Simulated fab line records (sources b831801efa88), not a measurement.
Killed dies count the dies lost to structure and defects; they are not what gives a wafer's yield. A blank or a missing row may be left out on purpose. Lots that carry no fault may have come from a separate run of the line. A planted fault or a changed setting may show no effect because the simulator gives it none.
Which of the tools did it? | flow sky130 | 21 wafers from 7 lots sampled at 4 of the route's 708 steps

## WHAT THE GAUGES READ, wafer by wafer
SKY_VT_ADJUST_LVTN_TW_MEAS_10.
lot  | measured     | on            | VT_ADJUST_LVTN_TW
L412 | day 7 22:38  | film metro-01 | 243.1 242.7 243.7
L414 | day 8 17:44  | film metro-02 | 241.1 241.4 240.8
L417 | day 9 05:32  | film metro-04 | 244.3 245.5 244.4
L419 | day 9 18:14  | film metro-01 | 244.5 245.6 245.7
L420 | day 10 02:36 | film metro-02 | 241.3 241.4 240.8
L428 | day 11 08:42 | film metro-01 | 242.6 243.6 244.3
L430 | day 12 00:50 | film metro-01 | 243.3 244.3 245.7

## EACH LOT AND THE TOOL THAT RAN IT (in order: tool; ch and the chambers of the sampled wafers; start)
lot  | SKY_NWELL_COAT_05                | SKY_NWELL_STRIP_14                  | SKY_VT_ADJUST_HVTP_STRIP_10
L412 | litho track-01 ch 0, day 5 02:27 | plasma asher-03 ch 0,1, day 5 11:23 | plasma asher-04 ch 0, day 7 02:09
L414 | litho track-03 ch 0, day 5 16:18 | plasma asher-03 ch 1, day 6 02:17   | plasma asher-02 ch 0,1, day 7 19:48
L417 | litho track-01 ch 0, day 6 03:03 | plasma asher-01 ch 0,1, day 6 13:50 | plasma asher-02 ch 0,1, day 8 08:06
L419 | litho track-04 ch 0, day 6 14:39 | plasma asher-01 ch 0, day 7 01:11   | plasma asher-02 ch 0,1, day 8 19:39
L420 | litho track-01 ch 0, day 6 22:20 | plasma asher-03 ch 0,1, day 7 08:56 | plasma asher-04 ch 0,1, day 9 04:10
L428 | litho track-01 ch 0, day 8 02:08 | plasma asher-03 ch 0,1, day 8 13:38 | plasma asher-04 ch 0, day 10 09:06
L430 | litho track-03 ch 0, day 8 15:59 | plasma asher-04 ch 0,1, day 9 03:44 | plasma asher-04 ch 1, day 11 01:27
- SKY_NWELL_COAT_05: resist thk 3000 nm.
- SKY_NWELL_STRIP_14: strips in O2/N2.
- SKY_VT_ADJUST_HVTP_STRIP_10: strips in O2/N2.

## THE ANSWER, worked out from the rows above alone
Rule: the usual values come from the lots themselves. Put in order of their means at a reading, lots are off if they are a third of the lots or fewer, leave a main group of 4 or more, and stand apart from it by a gap of 3 or more times the standard deviation of the main group's means; of several such gaps the widest counts. The tables above print the reading to a certain number of digits; a main group whose means all agree to those digits is not used. A lot without any number at a reading at which 4 lots or more have one is off too. All remaining lots with rows at the step are treated as sound.
No lot is off at any reading shown: from this, nothing can be told.

## WHAT WAS PUT IN BY THE SIMULATOR
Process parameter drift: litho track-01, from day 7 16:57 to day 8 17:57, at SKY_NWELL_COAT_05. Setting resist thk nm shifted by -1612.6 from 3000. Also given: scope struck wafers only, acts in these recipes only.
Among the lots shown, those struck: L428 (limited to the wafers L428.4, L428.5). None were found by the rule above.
